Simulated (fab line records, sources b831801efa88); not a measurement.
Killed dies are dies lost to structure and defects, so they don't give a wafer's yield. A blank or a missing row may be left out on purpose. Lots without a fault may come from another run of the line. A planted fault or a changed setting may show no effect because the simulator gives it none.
fab line records | flow sky130
record lots=11 wafers=33 last_day=50
route steps=708 shown FIELD_ISO@16 POLY_GATE@218
lots that met no fault: from a run of the same line without faults
start_h: hours from the record's first day to the start of the lot's first wafer shown | wait_h: hours since the lot's step before | " the same as in the row above | L1.1+2: a row that stands for several wafers | - no value, or no start given | * or withheld: withheld | < > ~ a bound
route shown NAME@n: a module of which the file shows steps, and the number in the route of the first | usual: mean/standard deviation of fault-free wafers | same: alike in all rows | chamber/n: place in a boat | sites: the reading at each site | _std_site: their standard deviation | _edge_site: outer sites' mean less inner sites' | radius_mm: how far each site lies from the wafer's centre | mask NAME#n: copy n | behind: the tool/chamber that last shaped the wafer | hold: why the lot was held/for how many hours/how that ended | device: the transistor (n, p or np) that didn't switch | end of line: the same wafers' tests at the end of the route | a step without rows: its recipe alone | killed: dies lost to structure and defects at the first sort, not the wafer's yield | map: a wafer's dies, x killed, . not, _ none there
set.NAME: the setting as run; set.NAME@STEP: as run at that earlier step | model.NAME: the simulator's own value behind a step, which no gauge read
steps of the route over a sample of lots; a table a step, a row a wafer
services: from which hour (start_h, from the record's first day; less than 0 if before it) a tool's chamber was out of use, for how many hours, and why
## steps
# step SKY_FIELD_ISO_ETCH_15
# recipe chemistry=CHF3/O2 target_depth_nm=180 stop_on=Si source_w=600 bias_w=200 pressure_mtorr=40 chf3_flow_sccm=50 O2_flow_sccm=5 time_s=72
# usual chamber_pressure_mTorr=40.00/0.038 drypump_motor_current_A=5.6/0.42 oes_product_au=0.949/0.0067 throttle_valve_pct=8.846/0.01
# columns lot.wafer tool chamber start_h wait_h chamber_pressure_mTorr drypump_motor_current_A oes_product_au rf_hours_counter_h throttle_valve_pct
L450.2 rie_diel-03 1 38.37 0.0 39.97 5.2 0.942 101 8.839
L450.4 " 3 " " 40.07 5.3 0.947 3 8.839
L450.6 " 3 " " 39.97 5.4 0.955 - 8.849
L451.1 rie_diel-04 2 39.07 0.0 39.96 5.7 0.958 168 8.857
L451.4 " 3 " " 40.01 5.4 0.950 2 8.840
L451.6 " 0 " " 39.99 5.0 0.953 - 8.853
L456.2 rie_diel-04 1 67.67 0.0 39.98 6.0 0.952 88 8.842
L456.4 " 0 " " 39.97 5.0 0.940 23 8.831
L456.6 " 3 " " 39.99 5.4 0.939 - 8.852
L457.2 rie_diel-04 2 70.47 0.0 40.01 5.7 0.956 168 8.845
L457.3 " 1 " " 40.03 6.0 0.946 88 8.848
L457.4 " 0 " " 39.90 5.0 0.949 23 8.849
L459.2 rie_diel-04 1 81.32 0.0 40.00 6.0 0.948 89 8.835
L459.5 " 1 " " 39.94 6.0 0.948 - 8.838
L459.6 " 0 " " 39.97 4.9 0.959 - 8.850
L463.2 rie_diel-02 3 102.67 0.0 39.96 5.2 0.942 81 8.844
L463.4 " 1 " " 39.99 5.4 0.938 8 8.851
L463.5 " 3 " " 39.92 5.2 0.952 - 8.843
L465.1 rie_diel-02 2 115.22 0.0 39.99 6.1 0.947 4 8.875
L465.3 " 0 " " 39.96 6.2 0.958 84 8.845
L465.6 " 1 " " 40.03 5.4 0.944 - 8.841
L469.2 rie_diel-03 3 132.82 0.0 40.00 5.4 0.949 4 8.851
L469.3 " 0 " " 40.08 6.0 0.950 88 8.855
L469.6 " 1 " " 40.01 5.3 0.947 - 8.841
L470.1 rie_diel-04 1 138.47 0.0 40.00 6.0 0.942 90 8.849
L470.3 " 3 " " 40.01 5.4 0.952 3 8.836
L470.5 " 3 " " 40.02 5.4 0.943 - 8.847
L471.2 rie_diel-04 3 144.32 0.0 39.98 5.4 0.947 3 8.833
L471.3 " 2 " " 40.04 5.7 0.954 1 8.859
L471.5 " 3 " " 40.07 5.4 0.953 - 8.834
L472.1 rie_diel-02 2 148.96 0.0 39.99 6.1 0.956 5 8.828
L472.2 " 3 " " 40.03 5.2 0.933 82 8.836
L472.3 " 1 " " 40.00 5.4 0.955 9 8.843
# step SKY_FIELD_ISO_STRIP_16
# recipe chemistry=O2/N2 power_w=1400 pressure_mtorr=1500 platen_temp_c=withheld o2_flow_sccm=3000 n2_flow_sccm=300 overash_fraction=0.5
# usual chamber_pressure_mTorr=1499.9/1.4 drypump_motor_current_A=6.1/0.36 oes_product_au=0.378/0.0051 strip_time_to_endpoint_s=3.56/0.035
# columns lot.wafer tool chamber start_h wait_h chamber_pressure_mTorr drypump_motor_current_A oes_product_au rf_hours_counter_h strip_time_to_endpoint_s
L450.2 plasma_asher-02 0 38.43 0.0 1498.8 5.8 0.389 35 3.57
L450.4 " 1 " " 1499.7 6.1 0.382 - 3.57
L450.6 " 0 " " 1501.2 5.8 0.374 - 3.60
L451.1 plasma_asher-01 1 39.13 0.0 1499.6 6.7 0.379 37 3.58
L451.4 " 1 " " 1499.5 6.7 0.371 - 3.48
L451.6 " 0 " " 1501.4 6.2 0.377 - 3.53
L456.2 plasma_asher-01 1 67.73 0.0 1500.7 6.7 0.326 40 2.37
L456.4 " 0 " " 1502.0 6.2 0.381 - 3.54
L456.6 " 1 " " 1501.3 6.7 0.376 - 3.50
L457.2 plasma_asher-01 1 70.53 0.0 1501.7 6.7 0.329 40 2.47
L457.3 " 0 " " 1497.7 6.1 0.374 - 3.54
L457.4 " 1 " " 1501.0 6.7 0.375 - 3.55
L459.2 plasma_asher-02 1 81.38 0.0 1501.7 6.1 0.332 38 2.34
L459.5 " 1 " " 1498.0 6.1 0.325 - 2.37
L459.6 " 0 " " 1498.9 5.8 0.379 - 3.52
L463.2 plasma_asher-01 0 102.73 0.0 1500.1 6.1 0.377 44 3.56
L463.4 " 1 " " 1500.6 6.7 0.382 - 3.58
L463.5 " 1 " " 1500.6 6.7 0.370 - 3.54
L465.1 plasma_asher-02 0 115.28 0.0 1498.9 5.8 0.383 41 3.58
L465.3 " 1 " " 1501.0 6.0 0.377 - 3.54
L465.6 " 0 " " 1501.6 5.8 0.380 - 3.55
L469.2 plasma_asher-02 1 132.87 0.0 1499.9 6.1 0.378 43 3.55
L469.3 " 0 " " 1499.1 5.8 0.377 - 3.54
L469.6 " 1 " " 1502.3 6.1 0.376 - 3.52
L470.1 plasma_asher-04 1 138.52 0.0 1501.6 5.3 0.379 32 3.54
L470.3 " 1 " " 1501.4 5.3 0.373 - 3.52
L470.5 " 0 " " 1500.4 6.0 0.371 - 3.48
L471.2 plasma_asher-02 0 144.37 0.0 1499.3 5.8 0.385 45 3.50
L471.3 " 1 " " 1501.8 6.1 0.378 - 3.58
L471.5 " 1 " " 1500.1 6.1 0.380 - 3.51
L472.1 plasma_asher-02 0 149.02 0.0 1500.2 5.8 0.383 45 3.61
L472.2 " 1 " " 1499.8 6.1 0.377 45 3.63
L472.3 " 1 " " 1496.6 6.1 0.374 - 3.61
# step SKY_FIELD_ISO_CMP_27
# recipe stop_on=Si3N4 t_overpolish_s=16 down_force_psi=4 platen_rpm=60 target_thk_nm=457.8 pad_velocity_m_s=0.94248
# usual motor_current_A=12.0/1.4
# columns lot.wafer tool chamber start_h wait_h motor_current_A
L450.2 cmp-01 2 43.52 0.0 11.8
L450.4 " 3 " " 11.4
L450.6 " 2 " " 11.8
L451.4 cmp-02 0 43.62 0.1 14.2
L451.1 " 1 " " 11.0
L451.6 " 2 " " 13.5
L456.4 cmp-02 0 71.11 0.1 14.4
L456.2 " 2 " " 13.3
L456.6 " 0 " " 14.6
L457.2 cmp-02 0 74.92 0.1 14.3
L457.4 " 1 " " 11.5
L457.3 " 2 " " 12.9
L459.2 cmp-01 2 87.56 0.1 11.8
L459.5 " 3 " " 12.2
L459.6 " 0 " " 12.1
L463.2 cmp-02 1 107.16 0.0 11.0
L463.4 " 0 " " 14.9
L463.5 " 1 " " 11.3
L465.1 cmp-02 3 120.67 0.2 10.4
L465.3 " 0 " " 15.0
L465.6 " 2 " " 12.9
L469.2 cmp-01 2 139.75 0.1 11.7
L469.3 " 3 " " 11.4
L469.6 " 1 " " 10.8
L470.1 cmp-01 0 141.87 0.0 12.1
L470.3 " 1 " " 10.7
L470.5 " 0 " " 11.7
L471.3 cmp-02 0 147.70 0.0 15.0
L471.2 " 3 " " 10.7
L471.5 " 1 " " 11.1
L472.2 cmp-01 1 152.91 0.0 10.5
L472.1 " 3 " " 11.7
L472.3 " 0 " " 12.2
# step SKY_POLY_GATE_THK_MEAS_04
# recipe reads=Si3N4_of_POLY_GATE_CVD_03
# usual POLY_GATE_CVD_03_THK=75.6/0.68
# columns lot.wafer tool chamber start_h wait_h POLY_GATE_CVD_03_THK[nm]
L450.2 film_metro-01 - 358.65 0.0 75.9
L450.4 " - " " 76.6
L450.6 " - " " 75.9
L451.1 film_metro-03 - 364.84 0.0 75.1
L451.4 " - " " 75.3
L451.6 " - " " 75.1
L456.2 film_metro-01 - 403.78 0.0 76.2
L456.4 " - " " 75.2
L456.6 " - " " 75.9
L457.2 film_metro-03 - 406.92 0.0 76.4
L457.3 " - " " 76.5
L457.4 " - " " 75.8
L459.2 film_metro-01 - 437.78 0.0 75.5
L459.5 " - " " 74.7
L459.6 " - " " 75.1
L463.2 film_metro-03 - 469.91 0.0 75.4
L463.4 " - " " 75.3
L463.5 " - " " 75.0
L465.1 film_metro-04 - 492.67 0.0 76.2
L465.3 " - " " 75.7
L465.6 " - " " 75.7
L469.2 film_metro-01 - 514.98 0.0 74.6
L469.3 " - " " 74.3
L469.6 " - " " 74.7
L470.1 film_metro-04 - 516.98 0.0 75.4
L470.3 " - " " 75.1
L470.5 " - " " 75.2
L471.2 film_metro-03 - 531.07 0.0 74.9
L471.3 " - " " 75.1
L471.5 " - " " 74.9
L472.1 film_metro-03 - 537.54 0.0 75.4
L472.2 " - " " 75.1
L472.3 " - " " 76.5
# step SKY_POLY_GATE_STRIP_18
# recipe chemistry=O2/N2 power_w=1400 pressure_mtorr=1500 platen_temp_c=withheld o2_flow_sccm=3000 n2_flow_sccm=300 overash_fraction=0.5
# usual chamber_pressure_mTorr=1499.9/1.3 drypump_motor_current_A=6.1/0.42 oes_product_au=0.362/0.005 strip_time_to_endpoint_s=3.20/0.041
# columns lot.wafer tool chamber start_h wait_h chamber_pressure_mTorr drypump_motor_current_A oes_product_au rf_hours_counter_h strip_time_to_endpoint_s
L450.2 plasma_asher-04 1 387.23 0.1 1501.4 5.3 0.364 56 3.25
L450.4 " 1 " " 1502.0 5.3 0.370 - 3.24
L450.6 " 1 " " 1502.1 5.3 0.362 - 3.18
L451.1 plasma_asher-01 0 399.46 0.0 1496.8 6.1 0.362 73 3.18
L451.4 " 0 " " 1501.0 6.1 0.362 - 3.21
L451.6 " 1 " " 1499.7 6.7 0.366 - 3.20
L456.2 plasma_asher-04 1 434.79 0.0 1500.8 5.3 0.364 60 3.24
L456.4 " 0 " " 1501.0 6.0 0.361 - 3.25
L456.6 " 0 " " 1499.8 6.0 0.374 - 3.25
L457.2 plasma_asher-01 1 437.34 0.0 1501.0 6.7 0.361 77 3.21
L457.3 " 1 " " 1501.6 6.7 0.359 - 3.23
L457.4 " 0 " " 1497.0 6.1 0.354 - 3.23
L459.2 plasma_asher-04 0 469.19 0.0 1499.4 6.0 0.361 64 3.15
L459.5 " 0 " " 1499.2 6.0 0.357 - 3.15
L459.6 " 1 " " 1499.7 5.3 0.371 - 3.17
L463.2 plasma_asher-02 1 500.65 0.0 1498.5 6.1 0.361 8 3.24
L463.4 " 0 " " 1499.9 5.8 0.369 - 3.23
L463.5 " 1 " " 1500.5 6.1 0.355 - 3.28
L465.1 plasma_asher-01 0 522.65 0.0 1499.3 6.2 0.362 86 3.18
L465.3 " 1 " " 1498.4 6.6 0.359 - 3.19
L465.6 " 0 " " 1499.5 6.1 0.365 - 3.25
L469.2 plasma_asher-02 0 545.35 0.0 1501.2 5.8 0.365 10 3.23
L469.3 " 1 " " 1499.9 6.1 0.365 - 3.28
L469.6 " 0 " " 1500.6 5.8 0.361 - 3.20
L470.1 plasma_asher-01 0 547.79 0.0 1499.2 6.1 0.364 91 3.18
L470.3 " 0 " " 1499.1 6.1 0.365 - 3.14
L470.5 " 0 " " 1499.4 6.1 0.358 - 3.14
L471.2 plasma_asher-02 0 561.79 0.0 1501.2 5.8 0.365 11 3.21
L471.3 " 0 " " 1501.2 5.8 0.365 - 3.20
L471.5 " 0 " " 1503.0 5.8 0.371 - 3.18
L472.1 plasma_asher-04 1 568.27 0.0 1497.6 5.3 0.363 68 3.17
L472.2 " 0 " " 1499.3 6.0 0.361 68 3.19
L472.3 " 1 " " 1500.2 5.3 0.363 - 3.19
## services
# columns tool chamber start_h hours kind
cmp-02 - 35.95 0.2 repair
cmp-02 - 64.25 4.0 pm
plasma_asher-02 - 67.69 6.8 repair
rie_diel-04 - 93.63 1.1 repair
rie_diel-04 0 95.56 4.0 repair
rie_diel-04 0 139.80 8.2 repair
rie_diel-04 3 146.71 10.1 repair
cmp-02 - 165.82 0.3 repair
rie_diel-04 3 179.52 7.0 repair
cmp-02 - 230.96 2.2 repair
cmp-02 - 260.49 4.5 repair
cmp-02 - 285.23 14.5 pm
rie_diel-04 0 298.39 6.5 repair
cmp-02 - 299.77 2.8 pm
cmp-02 - 310.20 3.3 repair
plasma_asher-01 - 319.19 1.6 repair
cmp-02 - 327.77 1.5 repair
rie_diel-04 1 353.95 4.1 repair
cmp-02 - 361.62 0.6 repair
cmp-02 - 401.20 3.1 repair
plasma_asher-02 - 421.25 9.0 pm
plasma_asher-01 - 434.14 1.2 repair
plasma_asher-02 - 504.65 0.3 repair
plasma_asher-02 - 517.86 25.1 repair
## key
first_sign step=SKY_FIELD_ISO_STRIP_16 reading=strip_time_to_endpoint_s direction=down sigmas=34 usual=* struck=*
effect step=SKY_FIELD_ISO_STRIP_16 reading=oes_product_au direction=down sigmas=9.8 usual=0.378 struck=0.328
met_at SKY_FIELD_ISO_ETCH_15
struck_lots L456,L457,L459
struck_wafers L456.2,L457.2,L459.2,L459.5
tester_left_out L456,L457,L459
not_acting_at SKY_FIELD_ISO_CMP_27,SKY_POLY_GATE_THK_MEAS_04,SKY_POLY_GATE_STRIP_18
onset_between 39.07 67.67
fault kind=process_parameter_drift tool=rie_diel-04 chamber=- onset_h=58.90 steps=SKY_FIELD_ISO_ETCH_15 channel=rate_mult offset=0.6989 shape=step end_h=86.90 scope=struck_wafers_only
# tester_left_out: of these lots the tester's yield and bins aren't shown, on N5 and GAA mostly nor the transistor test; their killed dies are dies lost to structure and defects alone, not to doping, threshold or leakage, so they don't give the yield
